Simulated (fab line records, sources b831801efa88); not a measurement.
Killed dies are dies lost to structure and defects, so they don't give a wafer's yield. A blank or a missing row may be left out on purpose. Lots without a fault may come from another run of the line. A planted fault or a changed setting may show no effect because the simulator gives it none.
Which tool did it? | flow gf180mcu | 6 lots, 18 wafers sampled, at 4 steps of a route of 602

WHAT THE GAUGES READ, wafer by wafer
GF_VT_IMPLANT_TW_MEAS_10.
lot  | measured     | on            | VT_IMPLANT_TW
L765 | day 6 02:19  | film_metro-02 | 572 567 572
L769 | day 7 03:50  | film_metro-02 | 593 594 593
L775 | day 8 16:15  | film_metro-02 | 590 589 590
L782 | day 10 12:38 | film_metro-04 | 565 563 566
L784 | day 10 23:41 | film_metro-03 | 560 560 560
L786 | day 11 16:12 | film_metro-02 | 574 573 577

WHICH TOOL RAN EACH LOT (tool, then ch and the chambers of the sampled wafers, then the start)
lot  | GF_DNWELL_STRIP_08                  | GF_MVSD_STRIP_10                     | GF_VT_IMPLANT_IMPLANT_08
L765 | plasma_asher-02 ch 0,1, day 3 05:43 | plasma_asher-02 ch 0,1, day 4 21:42  | implanter-03 ch 0, day 6 02:04
L769 | plasma_asher-02 ch 0,1, day 4 02:01 | plasma_asher-03 ch 0,1, day 5 20:29  | implanter-03 ch 0, day 7 03:35
L775 | plasma_asher-04 ch 0,1, day 5 08:58 | plasma_asher-01 ch 0,1, day 7 07:11  | implanter-03 ch 0, day 8 16:00
L782 | plasma_asher-04 ch 0, day 6 23:25   | plasma_asher-03 ch 0,1, day 9 01:26  | implanter-04 ch 0, day 10 12:23
L784 | plasma_asher-02 ch 0,1, day 7 09:46 | plasma_asher-01 ch 0, day 9 12:14    | implanter-02 ch 0, day 10 23:26
L786 | plasma_asher-01 ch 0,1, day 7 21:23 | plasma_asher-02 ch 0,1, day 10 03:41 | implanter-03 ch 0, day 11 15:57
- GF_DNWELL_STRIP_08: strips in O2/N2.
- GF_MVSD_STRIP_10: strips in O2/N2.
- GF_VT_IMPLANT_IMPLANT_08

THE ANSWER, worked out from the rows above alone
Rule: what is usual is taken from the lots themselves. Put in order of their means at a reading, lots are off if they are a third of the lots or fewer, leave a main group of 4 or more, and stand apart from it by a gap of 3 or more times the standard deviation of the main group's means; of several such gaps the widest counts. A main group whose means are all the same, to the digits that the tables above print for the reading, isn't used. A lot without any number at a reading at which 4 lots or more have one is off too. The other lots that the step has rows for count as sound.
No lot is off at any reading shown: from this, nothing can be told.

WHAT THE SIMULATOR HAD PUT IN
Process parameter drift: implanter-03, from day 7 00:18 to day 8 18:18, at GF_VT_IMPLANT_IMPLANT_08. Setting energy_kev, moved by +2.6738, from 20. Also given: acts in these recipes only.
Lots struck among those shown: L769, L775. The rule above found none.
